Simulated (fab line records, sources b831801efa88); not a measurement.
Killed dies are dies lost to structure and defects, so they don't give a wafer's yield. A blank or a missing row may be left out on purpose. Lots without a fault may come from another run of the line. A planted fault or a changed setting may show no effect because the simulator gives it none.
One fault seen from 2 desks | flow gf180mcu | each desk has only its own numbers; what lay behind them comes last

THE TOOL OWNER'S DESK: pvd_sputter-01
The tool's own readings at GF_CONTACT_SPUTTER_22 (material Ti, target thk 15 nm, time 80.02 s): means of the sampled wafers that have a number, for each lot that ran on this tool. A lot is out of limits, marked OUT, if its mean lies more than 4 standard deviations from the usual mean; the brackets give that distance.
Columns: A = cathode_dc_power_W at GF_CONTACT_SPUTTER_22, usual 2500.0 W; B = chamber_pressure_pa at GF_CONTACT_SPUTTER_22, usual 5.000 Pa; C = throttle_valve_pct at GF_CONTACT_SPUTTER_22, usual 30.4 %
lot  | first seen here | A      | B     | C
L957 | day 16 06:32    | 2499.9 | 5.002 | 30.3
L958 | day 16 13:58    | 2500.1 | 5.004 | 30.3
L959 | day 17 00:15    | 2500.3 | 5.000 | 30.7
L974 | day 22 09:51    | 2499.6 | 4.995 | 30.7
L977 | day 23 10:06    | 2499.7 | 4.996 | 30.2
L979 | day 23 20:06    | 2499.9 | 5.004 | 30.4
This desk's finding: nothing out of limits on any of the 6 lots.

THE METROLOGY DESK
What the gauges read, lot by lot, whatever tool the lot ran on: means of the sampled wafers that have a number. A lot is out of limits, marked OUT, if its mean lies more than 4 standard deviations from the usual mean; the brackets give that distance.
Columns: A = CONTACT_CVD_00_THK at GF_CONTACT_THK_MEAS_01, usual 298 nm
lot  | first seen here | A
L957 | day 15 06:55    | 297
L958 | day 15 13:43    | 295
L959 | day 16 00:38    | 296
L962 | day 17 02:41    | 296
L970 | day 20 01:18    | 293
L971 | day 20 15:04    | 299
L973 | day 21 04:43    | 302
L974 | day 21 09:24    | 297
L975 | day 21 20:25    | 302
L976 | day 21 23:07    | 300
L977 | day 22 09:33    | 301
L978 | day 22 18:39    | 301
L979 | day 22 20:09    | 301
L980 | day 23 07:20    | 296
This desk's finding: nothing out of limits on any of the 14 lots.

PUT TOGETHER
The tool owner's desk saw nothing out of limits.
The metrology desk saw nothing out of limits.

WHAT THE SIMULATOR HAD PUT IN
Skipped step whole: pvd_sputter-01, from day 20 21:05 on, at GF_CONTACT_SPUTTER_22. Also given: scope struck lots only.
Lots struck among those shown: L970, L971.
